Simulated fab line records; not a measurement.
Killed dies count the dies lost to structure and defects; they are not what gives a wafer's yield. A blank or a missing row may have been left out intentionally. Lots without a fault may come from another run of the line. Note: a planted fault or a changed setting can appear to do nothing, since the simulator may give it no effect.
Which of the tools did it?	flow gf180mcu	12 lots with 36 wafers sampled at 3 steps, on a route of 602 steps

== WHAT EACH GAUGE READ, for each wafer ==
GF_TOP_METAL_RS_MEAS_05: measurement is done with a four-point probe. Usual: TOP_METAL_ALCU_RS 0.03263 ohm/sq, standard deviation 0.0003.
lot	measured	on	TOP_METAL_ALCU_RS (ohm/sq)	flag
L439	day 27 15:59	film_metro-04	0.03231 0.03266 0.0327	
L440	day 28 00:22	film_metro-03	0.03294 0.03279 0.03334	
L442	day 28 01:38	film_metro-03	0.03242 0.03218 0.03259	
L443	day 28 16:21	film_metro-03	0.03243 0.03223 0.0325	
L444	day 28 20:50	film_metro-03	0.03273 0.03314 0.03267	
L447	day 30 02:19	film_metro-03	0.03237 0.03245 0.0323	
L448	day 30 08:32	film_metro-04	0.0326 0.03276 0.03295	
L455	day 32 10:33	film_metro-03	0.03276 0.03314 0.03298	
L458	day 33 01:15	film_metro-01	0.03268 0.03238 0.03229	
L460	day 33 03:51	film_metro-03	0.03271 0.03266 0.03288	
L459	day 33 05:34	film_metro-04	0.03267 0.03209 0.03202	
L462	day 33 19:07	film_metro-04	0.03231 0.03283 0.0329	

GF_TOP_METAL_OVL_MEAS_15. Usual: TOP_METAL_OVL 0.5 nm, standard deviation 1.5.
lot	measured	on	TOP_METAL_OVL (nm)	flag
L439	day 28 12:07	overlay-01	3.1 2.6 3.5	
L440	day 28 18:49	overlay-01	0.8 1.4 1.1	
L442	day 28 21:14	overlay-01	-0.8 1.3 0.2	
L443	day 29 11:49	overlay-02	1.6 2.3 1.3	
L444	day 29 16:32	overlay-02	-1.6 1.0 0.6	
L447	day 30 19:55	overlay-01	1.8 -0.8 0.6	
L448	day 31 02:26	overlay-01	0.1 -0.1 0.4	
L455	day 33 02:40	overlay-02	-0.4 -0.7 0.2	
L458	day 33 16:14	overlay-01	-1.0 -0.7 -2.3	
L460	day 33 19:16	overlay-02	-0.9 -0.2 -1.3	
L459	day 33 21:19	overlay-02	2.6 1.7 1.1	
L462	day 34 09:55	overlay-02	-0.2 2.1 -1.1	

== EACH LOT AND THE TOOL THAT RAN IT (in order: tool; ch and the chambers of the sampled wafers; start) ==
lot	GF_M5_METAL_ETCH_10
L439	rie_metal-04 ch 0,1, day 26 16:11
L440	rie_metal-01 ch 0,1, day 27 01:17
L442	rie_metal-02 ch 0,1, day 27 01:56
L443	rie_metal-01 ch 0,1, day 27 16:59
L444	rie_metal-02 ch 1, day 27 22:28
L447	rie_metal-02 ch 0,1, day 29 03:44
L448	rie_metal-02 ch 0,1, day 29 10:19
L455	rie_metal-04 ch 0,1, day 31 14:59
L458	rie_metal-04 ch 0, day 32 05:52
L460	rie_metal-04 ch 0, day 32 08:29
L459	rie_metal-01 ch 0,1, day 32 10:40
L462	rie_metal-02 ch 0, day 33 01:10
- GF_M5_METAL_ETCH_10: etches the open film in Cl2/BCl3, stops on SiO2, target depth 750.8 nm, time 125.1 s.

== AS READ BY THE TOOLS THEMSELVES (means over the sampled wafers that have a number; for cases with no such wafer, the mark the record gives instead) ==
GF_M5_METAL_ETCH_10. Usual: drypump_motor_current_A 5.9 A, standard deviation 0.57; oes_product_au 0.991 a.u., standard deviation 0.0056; throttle_valve_pct 28.231 %, standard deviation 0.0098.
lot	tool	drypump_motor_current_A (A)	oes_product_au (a.u.)	throttle_valve_pct (%)	flag
L439	rie_metal-04	6.6	0.996	28.232	
L440	rie_metal-01	5.4	0.985	28.231	
L442	rie_metal-02	5.5	0.989	28.227	
L443	rie_metal-01	5.6	0.990	28.234	
L444	rie_metal-02	5.2	0.996	28.218	
L447	rie_metal-02	5.5	0.991	28.234	
L448	rie_metal-02	5.4	0.994	28.224	
L455	rie_metal-04	6.5	0.989	28.232	
L458	rie_metal-04	6.7	0.992	28.226	
L460	rie_metal-04	6.7	0.998	28.228	
L459	rie_metal-01	5.4	0.996	28.235	
L462	rie_metal-02	6.1	0.991	28.222	

== THE ANSWER, worked out from the rows above alone ==
Rule: a lot is off if the mean of its wafers that have a number lies more than 3 standard deviations from the usual mean. Also off: a lot with no number at a reading for which 4 or more lots have one. All remaining lots with rows at the step are treated as sound. Order of review: gauges by route order, followed by the tools' own readings, for which a lot's mean as printed above is used. The first step at which some lot is off is used, and at that step the reading that is off furthest; a lot without a number counts as furthest.
No lot is off on any of the readings shown, so nothing can be concluded from this.

== WHAT THE SIMULATOR PUT IN ==
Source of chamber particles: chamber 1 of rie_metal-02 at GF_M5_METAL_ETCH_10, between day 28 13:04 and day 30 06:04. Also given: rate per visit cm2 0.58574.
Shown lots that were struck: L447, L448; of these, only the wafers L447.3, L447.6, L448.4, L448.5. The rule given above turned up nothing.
